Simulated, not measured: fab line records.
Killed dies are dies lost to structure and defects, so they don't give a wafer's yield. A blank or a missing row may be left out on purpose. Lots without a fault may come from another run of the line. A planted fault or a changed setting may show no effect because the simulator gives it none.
A lot that was struck, set against a sound lot :: flow sfq_line :: 42 steps out of a route of 325
Sound: the wafers L662.2, L662.3, L662.4. Struck: wafer L672.5 (left out: L672.3, L672.4 of the same lot, which were not struck); the cause appears at the end.
Per side, at each step with rows, come the tool, then ch with its chambers, and then its first start. Under that, the readings that differ: sound wafers :: struck wafers :: difference of the means :: sigmas: that difference in standard deviations of wafers without a fault.
alike: words and numbers the same on both sides, and readings whose means are apart by under 2 such deviations; not compared: readings that were withheld, readings missing a value for some wafer, numbers with overlapping values and no deviation given by the record, and bounds like >300 which may hide the same value.
Wherever a step has rows on one side only, a row that says differs or no value, or a row with sigmas, the two part there. Numbers that have no deviation but don't overlap get no sigmas and don't part them. A reading missing from all wafers of one side parts the sides only when that side holds two or more wafers.

first, 6 steps without rows for these wafers: SFQ_TRILAYER_M0_LITHO_COAT_026 (resist thk 62 nm); SFQ_TRILAYER_M0_LITHO_COAT_021 (resist thk 600 nm); SFQ_TRILAYER_M0_LITHO_SOFTBAKE_025; SFQ_TRILAYER_M0_LITHO_EXPOSE_022 (exposes mask M0, target cd 500 nm); SFQ_TRILAYER_M0_LITHO_PEB_024 (peb time 60 s); SFQ_TRILAYER_M0_LITHO_DEVELOP_023 (time 60 s).
SFQ_M0_OVL_MEAS_906:
  sound on overlay-01 at day 7 08:09; struck on overlay-01 at day 10 03:29
  alike: M0_OVL
then, 2 steps without rows for these wafers: SFQ_TRILAYER_M0_BARC_OPEN_METAL_ETCH_031 (etches BARC in O2, target depth 125 nm, time 41.7 s); SFQ_TRILAYER_M0_ETCH_METAL_ETCH_024 (etches Nb in Cl2/Ar, stops on SiO2, target depth 240 nm, time 120 s).
SFQ_TRILAYER_M0_STRIP_STRIP_025: strips in O2.
  sound on rie_metal-04 ch 0,1, day 7 08:22; struck on rie_metal-04 ch 0, day 10 03:53
  alike: drypump_motor_current_A, oes_product_au
  not compared: rf_hours_counter_h
then, 2 steps without rows for these wafers: SFQ_TRILAYER_M0_STRIP_SOLV_CLEAN_026 (cleans in NMP, time 600 s); SFQ_TRILAYER_I0_DEP_PECVD_027 (deposits SiO2 from SiH4/N2O, time 111.11 s, target thk 500 nm).
SFQ_TRILAYER_I0_CMP_CMP_028: polishes SiO2.
  sound on cmp-01 ch 0,1,3, day 7 09:55; struck on cmp-02 ch 0, day 10 09:09
reading: time_to_endpoint_s (s)
sound: 200 217 206
struck: 163
difference: -45
sigmas: -5

reading: model.SiO2_of_TRILAYER_I0_DEP_PECVD_027.thk_nm (nm)
sound: 199.5 200.5 199.3
struck: 248.2
difference: +48.4
sigmas: 
  alike: motor_current_A
SFQ_I0_BOW_MEAS_907:
  sound on film_metro-03 at day 7 12:56; struck on film_metro-04 at day 10 10:11
  alike: I0_BOW
SFQ_TRILAYER_I0_METRO_MEASURE_029:
  sound on film_metro-03 at day 7 13:14; struck on film_metro-04 at day 10 10:40
reading: thk_nm (nm)
sound: 199.6 200.6 199.2
struck: 248.2
difference: +48.4
sigmas: +37
then, 6 steps without rows for these wafers: SFQ_TRILAYER_I0_VIA_LITHO_COAT_036 (resist thk 62 nm); SFQ_TRILAYER_I0_VIA_LITHO_COAT_031 (resist thk 650 nm); SFQ_TRILAYER_I0_VIA_LITHO_SOFTBAKE_035; SFQ_TRILAYER_I0_VIA_LITHO_EXPOSE_032 (exposes mask I0, target cd 500 nm); SFQ_TRILAYER_I0_VIA_LITHO_PEB_034 (peb time 60 s); SFQ_TRILAYER_I0_VIA_LITHO_DEVELOP_033 (time 60 s).
SFQ_I0_OVL_MEAS_908:
  sound on overlay-02 at day 9 07:43; struck on overlay-02 at day 12 01:49
  alike: I0_OVL
SFQ_TRILAYER_I0_VIA_BARC_OPEN_VIA_ETCH_046: etches BARC in O2, target depth 125 nm, time 41.7 s.
  sound on rie_diel-02 ch 0,1,3, day 9 07:44; struck on rie_diel-03 ch 2, day 12 01:50
  alike: drypump_motor_current_A, oes_product_au
  not compared: rf_hours_counter_h
SFQ_TRILAYER_I0_VIA_ETCH_VIA_ETCH_034: etches SiO2 in CHF3, stops on Nb, target depth 260 nm.
  sound on rie_diel-02 ch 0,1,3, day 9 07:47; struck on rie_diel-03 ch 2, day 12 01:53
reading: oes_product_au (a.u.)
sound: 0.852 0.855 0.855
struck: 0.969
difference: +0.115
sigmas: +23

reading: model.etch.depth_nm (nm)
sound: 199.5 200.5 199.3
struck: 248.2
difference: +48.4
sigmas: 

reading: model.I0.feature_depth_nm (nm)
sound: 199.5 200.5 199.3
struck: 248.2
difference: +48.4
sigmas: 
  alike: drypump_motor_current_A
SFQ_TRILAYER_I0_VIA_STRIP_STRIP_035: strips in O2.
  sound on rie_metal-03 ch 0,1, day 9 07:53; struck on rie_metal-02 ch 1, day 12 02:11
  alike: drypump_motor_current_A, oes_product_au
  not compared: rf_hours_counter_h
then, 1 step without rows for these wafers: SFQ_TRILAYER_I0_VIA_STRIP_SOLV_CLEAN_036 (cleans in NMP, time 600 s).
SFQ_TRILAYER_M1_DEP_PRE_CLEAN_038: time 22.5 s.
  sound on pvd_sputter-06 at day 9 08:40; struck on pvd_sputter-04 at day 12 02:46
reading: model.SiO2_of_TRILAYER_I0_DEP_PECVD_027.thk_nm (nm)
sound: 192 193 191.8
struck: 240.7
difference: +48.4
sigmas: 
then, 1 step without rows for these wafers: SFQ_TRILAYER_M1_DEP_SPUTTER_037 (material Nb, target thk 200 nm, time 133.3 s).
SFQ_M1_RS_MEAS_909: measurement is done with a four-point probe.
  sound on film_metro-02 at day 9 08:49; struck on film_metro-04 at day 12 03:31
  alike: M1_NB_RS
then, 6 steps without rows for these wafers: SFQ_TRILAYER_M1_LITHO_COAT_044 (resist thk 62 nm); SFQ_TRILAYER_M1_LITHO_COAT_039 (resist thk 600 nm); SFQ_TRILAYER_M1_LITHO_SOFTBAKE_043; SFQ_TRILAYER_M1_LITHO_EXPOSE_040 (exposes mask M1, target cd 500 nm); SFQ_TRILAYER_M1_LITHO_PEB_042 (peb time 60 s); SFQ_TRILAYER_M1_LITHO_DEVELOP_041 (time 60 s).
-- the record jumps here: 4 days lie between the struck wafers' starts before and after --
SFQ_M1_OVL_MEAS_911:
  sound on overlay-02 at day 12 16:45; struck on overlay-01 at day 16 05:55
  alike: M1_OVL
SFQ_TRILAYER_M1_BARC_OPEN_METAL_ETCH_054: etches BARC in O2, target depth 125 nm, time 41.7 s.
  sound on rie_metal-02 ch 0,1, day 12 16:47; struck on rie_metal-04 ch 0, day 16 05:58
  alike: drypump_motor_current_A, oes_product_au
  not compared: rf_hours_counter_h
SFQ_TRILAYER_M1_ETCH_METAL_ETCH_042: etches Nb in Cl2/Ar, stops on SiO2, target depth 240 nm, time 120 s.
  sound on rie_metal-02 ch 0,1, day 12 16:50; struck on rie_metal-04 ch 0, day 16 06:02
reading: oes_product_au (a.u.)
sound: 0.882 0.893 0.896
struck: 0.910
difference: +0.020
sigmas: +3
  alike: drypump_motor_current_A
  not compared: rf_hours_counter_h
then, 3 steps without rows for these wafers: SFQ_TRILAYER_M1_STRIP_STRIP_043 (strips in O2); SFQ_TRILAYER_M1_STRIP_SOLV_CLEAN_044 (cleans in NMP, time 600 s); SFQ_TRILAYER_I1_DEP_PECVD_045 (deposits SiO2 from SiH4/N2O, time 111.11 s, target thk 500 nm).
-- the record jumps here: 71 days lie between the struck wafers' starts before and after --
SFQ_M8_BOW_MEAS_951:
  sound on film_metro-03 at day 86 04:28; struck on film_metro-03 at day 87 14:22
reading: model.etest.i0.link_ohm
sound: 1.971 1.985 1.955
struck: 1.998
difference: +0.028
sigmas: 
  alike: M8_BOW

== WHERE THEY PART ==
First at SFQ_TRILAYER_I0_CMP_CMP_028; last, within this record, at SFQ_TRILAYER_M1_ETCH_METAL_ETCH_042. Later steps at which nothing parts them and some readings are alike: SFQ_M8_BOW_MEAS_951.

WHY: the cause the simulator had injected
cmp-02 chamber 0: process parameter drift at SFQ_TRILAYER_I0_CMP_CMP_028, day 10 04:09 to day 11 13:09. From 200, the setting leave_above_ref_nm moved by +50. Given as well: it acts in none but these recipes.
